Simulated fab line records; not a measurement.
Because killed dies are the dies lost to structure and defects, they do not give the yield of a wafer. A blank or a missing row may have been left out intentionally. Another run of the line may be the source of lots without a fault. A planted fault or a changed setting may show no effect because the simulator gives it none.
fab line records ; flow sky130
record: lots: 12; wafers: 36; lastDay: 50
route steps=708 shown METAL1@452 VIA1@461 METAL2@497 PAD_OPEN@708
lots with no fault: from the same line, run without faults
startH: the number of hours between the record's first day and the start of the first shown wafer of the lot ; waitH: hours since the lot's step before ; " as in the row above ; L1.1+2: a row that stands for several wafers ; - value missing, or start not given ; * or withheld: withheld ; < > ~ a bound
route shown NAME@n: NAME is a module with steps in the file, n the number in the route of the first one ; usual: the fault-free wafers' mean and standard deviation ; same: alike in all rows ; chamber/n: place in a boat ; sites: readings site by site ; _std_site: standard deviation of those values ; _edge_site: mean of outer sites minus mean of inner sites ; radiusMm: how far each site lies from the wafer's centre ; mask NAME#n: copy n ; behind: tool/chamber where the wafer was last shaped ; hold: what put the lot on hold/how long, in hours/how the hold closed ; device: transistor that didn't switch, given as n, p or np ; end of line: at the end of the route, the tests of the same wafers ; step lacking rows: just its recipe ; killed: dies lost to structure and defects at the first sort, not the wafer's yield ; map: shows each die of a wafer: x if killed, . if not, _ if none is there
set.NAME: the setting that was run; set.NAME@STEP: the one run at that earlier step ; model.NAME: the simulator's own value behind a step, which no gauge read
the route's steps for a sample of lots (tables are steps, rows are wafers)
services: when a tool's chamber went out of use (startH, in hours from the record's first day, below 0 if earlier), for how many hours, and the reason
== steps ==
step: SKY_METAL1_ETCH_18
recipe: chemistry: N2/H2; target: BARC; ionEnergyEv: 200; biasW: 100; pressureMtorr: 30; n2FlowSccm: 100; h2FlowSccm: 200; icpW: 500; stopOn: SiO2; timeS: 45.9; targetDepthA: 600
usual: chamberPressureMTorr: 30.003/0.027; drypumpMotorCurrentA: 5.7/0.65; oesProductAu: 0.854/0.0051; rfFwdPowerW: 494.3/1.8; throttleValvePct: 13.226/0.0096
lot.wafer;tool;chamber;startH;waitH;chamberPressureMTorr;drypumpMotorCurrentA;oesProductAu;rfFwdPowerW;rfHoursCounterH;throttleValvePct
L501.1;rieMetal-01;1;776.68;0.0;30.022;6.1;0.854;495.1;1;13.227
L501.3;rieMetal-01;1;776.68;0.0;30.004;6.2;0.855;496.4;-;13.231
L501.4;rieMetal-01;0;776.68;0.0;30.023;4.9;0.850;496.8;-;13.223
L502.2;rieMetal-01;1;779.13;0.0;30.026;6.1;0.853;496.1;1;13.245
L502.4;rieMetal-01;1;779.13;0.0;30.057;6.1;0.857;494.5;-;13.215
L502.6;rieMetal-01;1;779.13;0.0;30.007;6.1;0.857;496.1;-;13.227
L505.3;rieMetal-04;1;816.25;0.0;29.991;5.6;0.847;494.1;-;13.227
L505.4;rieMetal-04;0;816.25;0.0;30.002;4.6;0.851;492.8;-;13.228
L505.6;rieMetal-04;1;816.25;0.0;30.022;5.7;0.856;494.4;-;13.225
L504.4;rieMetal-03;0;818.20;0.0;30.008;6.1;0.848;495.0;-;13.224
L504.5;rieMetal-03;1;818.20;0.0;30.020;6.4;0.856;494.8;-;13.227
L504.6;rieMetal-03;0;818.20;0.0;29.987;6.0;0.855;496.6;-;13.233
L506.2;rieMetal-01;1;825.68;0.0;30.010;6.1;0.853;492.0;3;13.225
L506.3;rieMetal-01;1;825.68;0.0;30.011;6.2;0.854;491.1;-;13.222
L506.5;rieMetal-01;1;825.68;0.0;30.022;6.1;0.858;491.6;-;13.227
L507.2;rieMetal-04;1;827.48;0.0;29.989;5.7;0.854;493.0;14;13.223
L507.4;rieMetal-04;1;827.48;0.0;29.965;5.7;0.854;494.8;-;13.220
L507.6;rieMetal-04;0;827.48;0.0;30.050;4.6;0.859;491.5;-;13.247
L515.1;rieMetal-03;1;888.95;0.0;29.958;6.4;0.850;491.8;9;13.227
L515.4;rieMetal-03;1;888.95;0.0;30.002;6.4;0.859;491.0;-;13.230
L515.6;rieMetal-03;0;888.95;0.0;29.985;6.0;0.855;496.0;-;13.220
L518.3;rieMetal-04;1;906.03;0.0;29.988;5.7;0.851;494.9;-;13.243
L518.5;rieMetal-04;1;906.03;0.0;29.968;5.7;0.858;493.3;-;13.232
L518.6;rieMetal-04;0;906.03;0.0;29.967;4.7;0.851;494.5;-;13.210
L519.2;rieMetal-03;1;913.55;0.0;29.965;6.4;0.855;491.8;10;13.210
L519.3;rieMetal-03;1;913.55;0.0;30.043;6.5;0.856;492.5;-;13.226
L519.4;rieMetal-03;0;913.55;0.0;29.964;6.0;0.847;492.3;-;13.214
L520.1;rieMetal-04;0;915.14;0.0;30.027;4.6;0.854;494.2;14;13.235
L520.2;rieMetal-04;1;915.14;0.0;29.977;5.7;0.853;492.5;2;13.223
L520.5;rieMetal-04;0;915.14;0.0;29.994;4.7;0.853;496.5;-;13.217
L521.1;rieMetal-04;1;919.75;0.0;30.025;5.7;0.857;495.1;2;13.229
L521.2;rieMetal-04;0;919.75;0.0;30.010;4.6;0.854;494.0;14;13.210
L521.4;rieMetal-04;1;919.75;0.0;30.038;5.7;0.849;494.6;-;13.222
L522.3;rieMetal-01;1;928.65;0.0;30.023;6.1;0.855;497.5;-;13.235
L522.4;rieMetal-01;0;928.65;0.0;29.977;4.9;0.861;496.4;-;13.227
L522.5;rieMetal-01;0;928.65;0.0;29.989;4.9;0.851;495.3;-;13.212
step: SKY_VIA1_BOW_MEAS_03
recipe: mode: bow
usual: VIA1_BOW: 78/6.7
lot.wafer;tool;chamber;startH;waitH;VIA1_BOW[um]
L501.1;filmMetro-04;-;777.90;0.1;77
L501.3;filmMetro-04;-;777.90;0.1;81
L501.4;filmMetro-04;-;777.90;0.1;84
L502.2;filmMetro-01;-;780.41;0.3;79
L502.4;filmMetro-01;-;780.41;0.3;67
L502.6;filmMetro-01;-;780.41;0.3;64
L505.3;filmMetro-04;-;817.53;0.1;85
L505.4;filmMetro-04;-;817.53;0.1;63
L505.6;filmMetro-04;-;817.53;0.1;79
L504.4;filmMetro-04;-;819.46;0.3;93
L504.5;filmMetro-04;-;819.46;0.3;64
L504.6;filmMetro-04;-;819.46;0.3;74
L506.2;filmMetro-01;-;826.92;0.2;73
L506.3;filmMetro-01;-;826.92;0.2;86
L506.5;filmMetro-01;-;826.92;0.2;85
L507.2;filmMetro-02;-;828.73;0.2;73
L507.4;filmMetro-02;-;828.73;0.2;78
L507.6;filmMetro-02;-;828.73;0.2;85
L515.1;filmMetro-04;-;890.31;0.2;90
L515.4;filmMetro-04;-;890.31;0.2;78
L515.6;filmMetro-04;-;890.31;0.2;86
L518.3;filmMetro-01;-;907.36;0.1;68
L518.5;filmMetro-01;-;907.36;0.1;84
L518.6;filmMetro-01;-;907.36;0.1;75
L519.2;filmMetro-01;-;914.87;0.2;66
L519.3;filmMetro-01;-;914.87;0.2;87
L519.4;filmMetro-01;-;914.87;0.2;81
L520.1;filmMetro-04;-;916.45;0.2;87
L520.2;filmMetro-04;-;916.45;0.2;91
L520.5;filmMetro-04;-;916.45;0.2;79
L521.1;filmMetro-02;-;921.03;0.2;68
L521.2;filmMetro-02;-;921.03;0.2;81
L521.4;filmMetro-02;-;921.03;0.2;65
L522.3;filmMetro-01;-;929.89;0.1;81
L522.4;filmMetro-01;-;929.89;0.1;71
L522.5;filmMetro-01;-;929.89;0.1;72
step: SKY_VIA1_RS_MEAS_22
recipe: thkMeasGauge: four-point-probe; reads: W_of_VIA1_CVD_21+TiN_of_VIA1_SPUTTER_20
usual: VIA1_W_RS: 0.426/0.0044
lot.wafer;tool;chamber;startH;waitH;VIA1_W_RS[ohm/sq]
L501.1;filmMetro-01;-;803.58;0.1;0.418
L501.3;filmMetro-01;-;803.58;0.1;0.420
L501.4;filmMetro-01;-;803.58;0.1;0.417
L502.2;filmMetro-04;-;807.97;0.1;0.428
L502.4;filmMetro-04;-;807.97;0.1;0.425
L502.6;filmMetro-04;-;807.97;0.1;0.429
L505.3;filmMetro-01;-;845.24;0.1;0.418
L505.4;filmMetro-01;-;845.24;0.1;0.428
L505.6;filmMetro-01;-;845.24;0.1;0.424
L504.4;filmMetro-02;-;847.41;0.1;0.428
L504.5;filmMetro-02;-;847.41;0.1;0.430
L504.6;filmMetro-02;-;847.41;0.1;0.435
L506.2;filmMetro-01;-;853.70;0.1;0.431
L506.3;filmMetro-01;-;853.70;0.1;0.424
L506.5;filmMetro-01;-;853.70;0.1;0.429
L507.2;filmMetro-01;-;855.51;0.1;0.419
L507.4;filmMetro-01;-;855.51;0.1;0.417
L507.6;filmMetro-01;-;855.51;0.1;0.425
L515.1;filmMetro-01;-;916.15;0.1;0.423
L515.4;filmMetro-01;-;916.15;0.1;0.422
L515.6;filmMetro-01;-;916.15;0.1;0.424
L518.3;filmMetro-01;-;932.31;0.1;0.432
L518.5;filmMetro-01;-;932.31;0.1;0.431
L518.6;filmMetro-01;-;932.31;0.1;0.423
L519.2;filmMetro-02;-;940.39;0.1;0.437
L519.3;filmMetro-02;-;940.39;0.1;0.429
L519.4;filmMetro-02;-;940.39;0.1;0.437
L520.1;filmMetro-01;-;941.51;0.2;0.427
L520.2;filmMetro-01;-;941.51;0.2;0.427
L520.5;filmMetro-01;-;941.51;0.2;0.426
L521.1;filmMetro-02;-;946.03;0.1;0.426
L521.2;filmMetro-02;-;946.03;0.1;0.434
L521.4;filmMetro-02;-;946.03;0.1;0.426
L522.3;filmMetro-02;-;954.98;0.1;0.430
L522.4;filmMetro-02;-;954.98;0.1;0.419
L522.5;filmMetro-02;-;954.98;0.1;0.429
step: SKY_METAL2_DEVELOP_14
recipe: developTimeS: 60; resist: KrF-thick; devTempC: 21
usual: developerTempC: 21.01/0.1
lot.wafer;tool;chamber;startH;waitH;developerTempC
L501.1;lithoTrack-03;0;830;-;21.01
L501.3;lithoTrack-03;0;830;-;20.97
L501.4;lithoTrack-03;0;830;-;21.19
L502.2;lithoTrack-01;0;835;-;20.91
L502.4;lithoTrack-01;0;835;-;21.06
L502.6;lithoTrack-01;0;835;-;20.99
L505.3;lithoTrack-04;0;871;-;21.11
L505.4;lithoTrack-04;0;871;-;21.03
L505.6;lithoTrack-04;0;871;-;21.10
L504.4;lithoTrack-03;0;873;-;21.78
L504.5;lithoTrack-03;0;873;-;21.80
L504.6;lithoTrack-03;0;873;-;21.86
L506.2;lithoTrack-03;0;879;-;21.89
L506.3;lithoTrack-03;0;879;-;21.91
L506.5;lithoTrack-03;0;879;-;21.86
L507.2;lithoTrack-03;0;881;-;21.94
L507.4;lithoTrack-03;0;882;-;21.87
L507.6;lithoTrack-03;0;882;-;22.02
L515.1;lithoTrack-04;0;940;-;20.87
L515.4;lithoTrack-04;0;940;-;20.89
L515.6;lithoTrack-04;0;941;-;20.98
L518.3;lithoTrack-01;0;956;-;20.96
L518.5;lithoTrack-01;0;956;-;20.86
L518.6;lithoTrack-01;0;956;-;21.22
L519.2;lithoTrack-03;0;964;-;21.03
L519.3;lithoTrack-03;0;964;-;21.01
L519.4;lithoTrack-03;0;964;-;20.89
L520.1;lithoTrack-04;0;966;-;21.25
L520.2;lithoTrack-04;0;966;-;21.10
L520.5;lithoTrack-04;0;966;-;21.12
L521.1;lithoTrack-01;0;969;-;21.11
L521.2;lithoTrack-01;0;970;-;21.09
L521.4;lithoTrack-01;0;970;-;20.87
L522.3;lithoTrack-01;0;978;-;21.06
L522.4;lithoTrack-01;0;978;-;21.01
L522.5;lithoTrack-01;0;978;-;21.17
step: SKY_PAD_OPEN_PROBE_99
usual: defectLimitedYield: 82.7/1.9; killed_at_M0_to_M3: 43/6.8; killed_at_M4_up: 2.9/1.7; killedAtContacts: 24/5.4; killedAtFrontEnd: 15/4.8; killedAtOther: 0.3/0.57; killedDies: 85/9.4; killedOpen: 47/7.5; killedShort: 38/5.7; sort_bin_3_pad_short: 0.8/0.37; sort_bin_5_function: 10.2/1.5; sort_bin_6_memory: 6.2/1.1; sortNPass: 407/9.4; sortYieldPct: 82.7/1.9
same: grossDies: 492; killedAtBackSide: 0; sort_bin_4_leakage[%]: 0; sort_bin_8_speed[%]: 0
lot.wafer;tool;chamber;startH;waitH;defectLimitedYield[%];killed_at_M0_to_M3;killed_at_M4_up;killedAtContacts;killedAtFrontEnd;killedAtOther;killedDies;killedOpen;killedShort;sort_bin_3_pad_short[%];sort_bin_5_function[%];sort_bin_6_memory[%];sortNPass;sortYieldPct[%]
L502.2;prober-02;-;1084.74;0.1;82.3;39;5;24;19;0;87;48;39;0.8;10.8;6.1;405;82.3
L502.4;prober-02;-;1084.84;0.2;82.9;35;6;21;22;0;84;36;48;0.6;9.8;6.7;408;82.9
L502.6;prober-02;-;1084.94;0.2;80.5;48;3;21;24;0;96;53;43;0.8;11.6;7.1;396;80.5
L505.3;prober-02;-;1112.00;0.2;81.3;37;2;23;30;0;92;52;40;0.2;12.4;6.1;400;81.3
L505.4;prober-02;-;1112.05;0.2;84.8;42;2;22;9;0;75;42;33;1.0;7.7;6.5;417;84.8
L505.6;prober-02;-;1112.15;0.2;83.1;53;0;18;12;0;83;40;43;0.6;8.5;7.7;409;83.1
L504.4;prober-01;-;1113.96;0.2;82.7;50;2;21;12;0;85;56;29;1.6;10.2;5.5;407;82.7
L504.5;prober-01;-;1114.01;0.2;82.7;51;2;22;10;0;85;52;33;0.6;10.6;6.1;407;82.7
L504.6;prober-01;-;1114.06;0.2;77.4;67;7;22;15;0;111;65;46;0.8;13.6;8.1;381;77.4
L506.2;prober-02;-;1118.12;0.1;85.4;39;4;13;16;0;72;41;31;1.0;9.8;3.9;420;85.4
L506.3;prober-02;-;1118.17;0.2;85.2;31;6;19;17;0;73;27;46;0.6;8.7;5.5;419;85.2
L506.5;prober-02;-;1118.27;0.2;82.7;41;6;20;16;2;85;45;40;0.8;10.8;5.7;407;82.7
L519.2;prober-01;-;1182.12;0.1;80.7;42;1;28;23;1;95;53;42;0.8;12.2;6.3;397;80.7
L519.3;prober-01;-;1182.17;0.2;83.5;36;2;24;19;0;81;48;33;0.4;11.0;5.1;411;83.5
L519.4;prober-01;-;1182.22;0.2;81.1;50;5;26;11;1;93;46;47;0.8;11.4;6.7;399;81.1
killed by level:class
L502.2 CONTACT:geometricParticle:open=12 METAL1:geometricParticle:short=7 METAL2:geometricParticle:short=7 LI_CONTACT:geometricParticle:open=6 FIELD_ISO:geometricParticle:open=5 POLY_GATE:geometricParticle:open=5 VIA2:geometricParticle:open=5 VIA3:geometricParticle:open=5
L502.4 POLY_GATE:geometricParticle:short=9 VIA1:geometricParticle:open=8 CONTACT:geometricParticle:open=8 METAL1:geometricParticle:short=8 METAL2:geometricParticle:short=6 VIA2:geometricParticle:open=6 FIELD_ISO:geometricParticle:short=5 CONTACT:geometricParticle:short=5
L502.6 CONTACT:geometricParticle:open=12 FIELD_ISO:geometricParticle:short=9 VIA3:geometricParticle:open=9 VIA1:geometricParticle:open=8 METAL2:geometricParticle:short=7 POLY_GATE:geometricParticle:open=6 FIELD_ISO:geometricParticle:open=5 VIA1:geometricParticle:short=5
L505.3 CONTACT:geometricParticle:open=13 VIA1:geometricParticle:open=10 FIELD_ISO:geometricParticle:open=7 POLY_GATE:geometricParticle:open=7 FIELD_ISO:geometricParticle:short=6 POLY_GATE:geometricParticle:short=6 METAL1:geometricParticle:short=5 CONTACT:geometricParticle:short=4
L505.4 VIA1:geometricParticle:open=11 LI_CONTACT:geometricParticle:open=8 CONTACT:geometricParticle:open=7 VIA3:geometricParticle:open=7 POLY_GATE:geometricParticle:short=4 VIA3:geometricParticle:short=4 LOCAL_INTERCONNECT:geometricParticle:short=4 VIA2:geometricParticle:open=4
L505.6 VIA1:geometricParticle:open=13 VIA1:geometricParticle:short=10 VIA3:geometricParticle:open=6 METAL1:geometricParticle:short=6 LOCAL_INTERCONNECT:geometricParticle:short=6 LI_CONTACT:geometricParticle:open=5 VIA2:geometricParticle:open=5 FIELD_ISO:geometricParticle:open=4
L504.4 VIA1:geometricParticle:open=16 CONTACT:geometricParticle:open=10 VIA2:geometricParticle:open=7 METAL1:geometricParticle:short=6 VIA3:geometricParticle:open=6 CONTACT:geometricParticle:short=5 POLY_GATE:geometricParticle:open=4 VIA3:geometricParticle:short=4
L504.5 VIA1:geometricParticle:open=17 CONTACT:geometricParticle:open=9 VIA3:geometricParticle:open=7 VIA2:geometricParticle:open=6 VIA2:geometricParticle:short=6 LOCAL_INTERCONNECT:geometricParticle:short=5 LI_CONTACT:geometricParticle:open=4 METAL1:geometricParticle:short=4
L504.6 VIA1:geometricParticle:open=25 VIA2:geometricParticle:open=9 VIA1:geometricParticle:short=9 VIA3:geometricParticle:open=9 CONTACT:geometricParticle:open=8 METAL4:geometricParticle:short=5 POLY_GATE:geometricParticle:open=4 LOCAL_INTERCONNECT:geometricParticle:short=4
L506.2 VIA1:geometricParticle:open=11 LI_CONTACT:geometricParticle:open=8 METAL2:geometricParticle:short=7 FIELD_ISO:geometricParticle:open=5 POLY_GATE:geometricParticle:open=5 VIA1:geometricParticle:short=5 VIA2:geometricParticle:open=5 CONTACT:geometricParticle:open=4
L506.3 POLY_GATE:geometricParticle:short=9 VIA1:geometricParticle:open=8 LOCAL_INTERCONNECT:geometricParticle:short=8 FIELD_ISO:geometricParticle:short=4 METAL4:geometricParticle:short=4 CONTACT:geometricParticle:open=4 METAL1:geometricParticle:short=4 VIA1:geometricParticle:short=4
L506.5 VIA1:geometricParticle:open=13 CONTACT:geometricParticle:open=6 METAL2:geometricParticle:short=5 VIA1:geometricParticle:short=5 LI_CONTACT:geometricParticle:short=5 LI_CONTACT:geometricParticle:open=5 VIA3:geometricParticle:open=5 FIELD_ISO:geometricParticle:open=4
L519.2 CONTACT:geometricParticle:open=10 VIA1:geometricParticle:open=9 POLY_GATE:geometricParticle:short=8 VIA3:geometricParticle:open=8 LI_CONTACT:geometricParticle:open=7 VIA2:geometricParticle:open=7 FIELD_ISO:geometricParticle:open=6 FIELD_ISO:geometricParticle:short=6
L519.3 VIA1:geometricParticle:open=10 CONTACT:geometricParticle:open=9 LI_CONTACT:geometricParticle:open=8 FIELD_ISO:geometricParticle:short=7 POLY_GATE:geometricParticle:open=4 VIA3:geometricParticle:short=4 POLY_GATE:geometricParticle:short=3 METAL2:geometricParticle:short=3
L519.4 VIA1:geometricParticle:open=12 METAL1:geometricParticle:short=8 VIA2:geometricParticle:open=8 CONTACT:geometricParticle:open=7 FIELD_ISO:geometricParticle:short=5 LI_CONTACT:geometricParticle:open=5 CONTACT:geometricParticle:short=4 METAL2:geometricParticle:short=4
== services ==
tool;chamber;startH;hours;kind
rieMetal-03;-;768.53;1.6;repair
rieMetal-04;1;853.84;-;clean
rieMetal-04;1;853.84;27.2;scheduledDown
rieMetal-04;1;853.84;27.2;ventCycle
rieMetal-04;-;878.12;0.5;repair
== key ==
firstSign: step: SKY_METAL2_DEVELOP_14; reading: developerTempC; direction: up; sigmas: 8.4; usual: *; struck: *
effect none on later readings
metAt SKY_METAL2_DEVELOP_14
struckLots L504,L506,L507
notActingAt SKY_METAL1_ETCH_18,SKY_VIA1_BOW_MEAS_03,SKY_VIA1_RS_MEAS_22
onsetBetween 830 873
fault: kind: processParameterDrift; tool: lithoTrack-03; chamber: -; onsetH: 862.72; steps: SKY_METAL2_DEVELOP_14; channel: devTempC; offset: *; shape: step; endH: 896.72; actsIn: *; stated: *
